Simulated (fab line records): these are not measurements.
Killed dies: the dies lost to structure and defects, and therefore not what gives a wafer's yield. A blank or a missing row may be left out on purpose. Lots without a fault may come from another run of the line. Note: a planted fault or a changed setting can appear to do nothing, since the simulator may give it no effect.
Which tool did it? | flow gf180mcu | at 1 step of a route of 602, 13 lots with 39 wafers sampled

== WHAT EACH GAUGE READ, for each wafer ==
GF_V2_THK_MEAS_01.
lot  | measured     | on            | V2_CVD_00_THK (nm)
L521 | day 19 02:21 | film metro-01 | 593 598 597
L522 | day 19 10:47 | film metro-03 | 602 612 598
L523 | day 19 17:50 | film metro-01 | 602 600 595
L524 | day 20 06:35 | film metro-01 | 597 591 597
L526 | day 21 04:10 | film metro-04 | 595 594 592
L527 | day 21 13:15 | film metro-01 | 589 593 585
L528 | day 22 00:52 | film metro-01 | 596 595 599
L529 | day 22 16:23 | film metro-03 | 607 599 605
L531 | day 23 10:37 | film metro-03 | 594 600 603
L533 | day 24 00:02 | film metro-03 | 597 602 597
L537 | day 25 07:27 | film metro-04 | 603 592 592
L542 | day 26 12:33 | film metro-03 | 597 592 594
L543 | day 26 18:16 | film metro-01 | 604 609 608

== EACH LOT AND THE TOOL THAT RAN IT (in order: tool; ch and the chambers of the sampled wafers; start) ==
The record holds no process step before these readings.

== WHAT THE TOOLS THEMSELVES READ (means of the sampled wafers that have a number; where no wafer has one, the mark that the record gives instead) ==
The record holds no such reading with a usual standard deviation.

== THE ANSWER, worked out from the rows above alone ==
Rule: usual is defined by the lots themselves. Put in order of their means at a reading, lots are off if they are a third of the lots or fewer, leave a main group of 4 or more, and stand apart from it by a gap of 3 or more times the standard deviation of the main group's means; of several such gaps the widest counts. The tables above print the reading to a certain number of digits; a main group whose means all agree to those digits is not used. A lot without any number at a reading at which 4 lots or more have one is off too. Any other lot the step has rows for is counted as sound. First the gauges in route order, then the tools' own readings, where a lot's mean is used as printed above. The first step at which some lot is off is used, and at that step the reading that is off furthest; a lot without a number counts as furthest.
No lot is off on any of the readings shown, so nothing can be concluded from this.

== WHAT THE SIMULATOR HAD PUT IN ==
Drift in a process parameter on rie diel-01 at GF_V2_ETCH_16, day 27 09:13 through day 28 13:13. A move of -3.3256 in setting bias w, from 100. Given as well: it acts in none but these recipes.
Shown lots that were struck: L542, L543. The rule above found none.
